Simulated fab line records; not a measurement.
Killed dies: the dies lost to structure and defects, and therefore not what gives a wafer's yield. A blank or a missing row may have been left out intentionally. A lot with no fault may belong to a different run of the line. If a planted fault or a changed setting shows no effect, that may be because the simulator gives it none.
8D (eight disciplines) problem report, filled in by code :: flow gf180mcu :: the parts of the form that need people (team, actions taken, sign-off) are left out

== 1. WHAT IS WRONG ==
Wafers without a fault read 0.716 a.u., standard deviation 0.0046; oes product au at GF_HV_LDD_STRIP_37 reads a mean of 0.658 a.u. on 6 wafers belonging to 2 lots. Measured from the usual mean, that is -13 standard deviations.
The step: strips in O2/N2.
Seen first at day 13 15:25 on plasma asher-03, wafer L552.1. The record has a number at this step for 39 wafers belonging to 13 lots. The rule behind "out" and "out of limits": a value lying over 4 standard deviations away from the usual mean. The rest of the wafers with a number are treated as sound.

== 2. WHAT IT IS, WHAT IT ISN'T ==
question: which readings at this step
is: oes product au
is not: drypump motor current A, heater power w, strip time to endpoint s

question: which lots
is: L552, L557
is not: L546, L548, L549, L559, L560, L564, L565, L566, L567, L568, L569

question: which wafers of those lots
is: all that have a number
is not: -

question: read on which tools
is: plasma asher-03
is not: plasma asher-01, plasma asher-04

question: when
is: from day 13 15:25
is not: up to then (9 sound wafers); but 24 sound wafers of L559, L560, L564, L565, L566, L567, L568, L569 came after

== 3. SUSPECTS, AND WHAT RULES EACH OUT ==
Counting: a tool at any process step up to the reading remains a suspect when it ran all the lots that are out and ran no sound lot after the first of those.
- plasma asher-03 at GF_HV_LDD_STRIP_37 (strips in O2/N2): kept. It processed each lot that is out, first L552 at day 13 15:25, and no sound lot thereafter; up to then, the last sound lot it processed was L546 at day 11 20:55. Its own readings are out on those wafers: oes product au.
The count leaves plasma asher-03 at GF_HV_LDD_STRIP_37.

== 4. THE CAUSE (what the simulator had put in) ==
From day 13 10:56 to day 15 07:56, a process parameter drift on plasma asher-03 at GF_HV_LDD_STRIP_37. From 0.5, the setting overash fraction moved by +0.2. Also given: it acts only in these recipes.
After counting, this tool was the only one left.

== 5. SEQUENCE OF EFFECTS, ordered by route ==
Each row: a reading where the mean over the struck wafers with a number is more than 3 standard deviations away from the usual. Only readings whose record carries a usual standard deviation are examined. hours: median over the lots of the time between each lot's start at the first step of this table that gives one and its start at this step. sigmas: the change, counted in usual standard deviations.
hours: 0
step: GF_HV_LDD_STRIP_37
reading: oes product au
usual: 0.716 a.u.
on struck wafers: 0.658
change: -0.058
sigmas: -13
Process steps it contains:
- GF_HV_LDD_STRIP_37: strips in O2/N2.

== 6. HOW IT WOULD HAVE BEEN CAUGHT EARLIER ==
First out-of-limits reading in this record: day 13 15:25, which is 4 hours after fault onset at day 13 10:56.
